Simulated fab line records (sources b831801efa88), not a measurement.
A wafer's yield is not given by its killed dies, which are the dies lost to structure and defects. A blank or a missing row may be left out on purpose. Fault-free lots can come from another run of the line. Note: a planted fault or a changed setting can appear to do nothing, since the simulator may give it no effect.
Struck lot and sound lot, side by side || flow sky130 || 17 steps out of a route of 708
Sound: wafers L155.1, L155.2, L155.6. Wafers struck: L168.3, L168.4. Last of all comes the cause.
Each step with rows lists, per side, the tool, then ch with its chambers, then its first start. Under that, the readings that differ: sound wafers || struck wafers || difference of the means || sigmas: that difference in standard deviations of wafers without a fault.
alike: same words and numbers on both sides, and readings whose means sit less than 2 such deviations apart. not compared: any withheld reading, any reading some wafer has no value for, any bound like >300 that may hide the same value, and any number with overlapping values for which the record gives no deviation.
Wherever a step has rows on one side only, a row that says differs or no value, or a row with sigmas, the two part there. Numbers that don't overlap but have no deviation are shown without sigmas and don't part them. A reading that every wafer of one side lacks parts them only if that side has two wafers or more.

first, 2 steps without rows for these wafers: SKY_LOCAL_INTERCONNECT_PEB_09; SKY_LOCAL_INTERCONNECT_DEVELOP_10 (develop time 60 s).
SKY_LOCAL_INTERCONNECT_CD_MEAS_11: target cd 170 nm.
  sound on cd_sem-01 at day 31 12:45; struck on cd_sem-02 at day 35 19:18
  alike: cd_nm
SKY_LOCAL_INTERCONNECT_OVL_MEAS_12:
  sound on overlay-01 at day 31 12:52; struck on overlay-02 at day 35 19:23
  alike: LOCAL_INTERCONNECT_OVL
SKY_LOCAL_INTERCONNECT_ETCH_13: etches BARC in N2/H2, stops on SiO2, time 45.9 s, target depth 60 nm.
  sound on rie_metal-01 ch 0,1, day 31 12:54; struck on rie_metal-02 ch 0,1, day 35 19:26
{"reading": "drypump_motor_current_A (A)", "sound": "5.0 4.8 5.1", "struck": "6.4 6.8", "difference": "+1.6", "sigmas": "+2"}
{"reading": "oes_product_au (a.u.)", "sound": "0.852 0.858 0.852", "struck": "0.844 0.843", "difference": -0.011, "sigmas": -2}
  alike: throttle_valve_pct
  not compared: rf_hours_counter_h
SKY_LOCAL_INTERCONNECT_METAL_ETCH_14: etches TiN in Cl2/BCl3, stops on PSG, target depth 110 nm, time 31.4 s.
  sound on rie_metal-01 ch 0,1, day 31 12:58; struck on rie_metal-02 ch 0,1, day 35 19:30
{"reading": "drypump_motor_current_A (A)", "sound": "5.0 4.8 5.0", "struck": "6.4 6.8", "difference": "+1.7", "sigmas": "+2"}
  alike: oes_product_au, throttle_valve_pct
  not compared: rf_hours_counter_h
SKY_LOCAL_INTERCONNECT_STRIP_15: strips in O2/N2.
  sound on plasma_asher-03 ch 0,1, day 31 13:01; struck on plasma_asher-02 ch 0,1, day 35 19:34
  alike: drypump_motor_current_A, oes_product_au, strip_time_to_endpoint_s
  not compared: rf_hours_counter_h
then, 3 steps without rows for these wafers: SKY_LOCAL_INTERCONNECT_STRIP_16 (strips in post etch residue remover, time 1200 s); SKY_LOCAL_INTERCONNECT_CLEAN_17 (cleans in IPA, time 180 s); SKY_LOCAL_INTERCONNECT_CLEAN_18 (cleans in O3/DIW).
SKY_CONTACT_CVD_00: deposits Si3N4, target thk 75 nm.
  sound on pecvd-03 ch 1,2, day 31 13:37; struck on pecvd-02 ch 0,1, day 35 20:07
  alike: heater_power_w
SKY_CONTACT_THK_MEAS_01:
  sound on film_metro-01 at day 31 13:40; struck on film_metro-04 at day 35 20:10
  alike: CONTACT_CVD_00_THK
SKY_CONTACT_HDPCVD_02: deposits SiO2, target thk 565 nm, time 94.2 s.
  sound on hdpcvd-02 ch 0,1,2, day 31 13:43; struck on hdpcvd-01 ch 2, day 35 20:13
{"reading": "model.SiO2_of_CONTACT_HDPCVD_02.thk_nm (nm)", "sound": "567.5 568.1 573.2", "struck": "844 843.9", "difference": "+274", "sigmas": ""}
SKY_CONTACT_THK_MEAS_03:
  sound on film_metro-02 at day 31 13:47; struck on film_metro-02 at day 35 20:18
{"reading": "CONTACT_HDPCVD_THK (nm)", "sound": "568 568 573", "struck": "844 844", "difference": "+274", "sigmas": "+46"}
SKY_CONTACT_CMP_04: polishes SiO2.
  sound on cmp-02 ch 0,1,3, day 31 13:54; struck on cmp-01 ch 2,3, day 35 20:20
{"reading": "time_to_endpoint_s (s)", "sound": "82 78 83", "struck": "186 188", "difference": "+106", "sigmas": "+22"}
  alike: motor_current_A
SKY_CONTACT_BOW_MEAS_05:
  sound on film_metro-01 at day 31 14:09; struck on film_metro-01 at day 35 20:41
  alike: CONTACT_BOW
following that, these wafers have no rows for 1 step: SKY_PAD_OPEN_PROBE_99.

WHERE THEY PART
First at SKY_LOCAL_INTERCONNECT_ETCH_13; last, within this record, at SKY_CONTACT_CMP_04. Later steps at which nothing parts them and some readings are alike: SKY_CONTACT_BOW_MEAS_05.

WHY: whatever the simulator had introduced
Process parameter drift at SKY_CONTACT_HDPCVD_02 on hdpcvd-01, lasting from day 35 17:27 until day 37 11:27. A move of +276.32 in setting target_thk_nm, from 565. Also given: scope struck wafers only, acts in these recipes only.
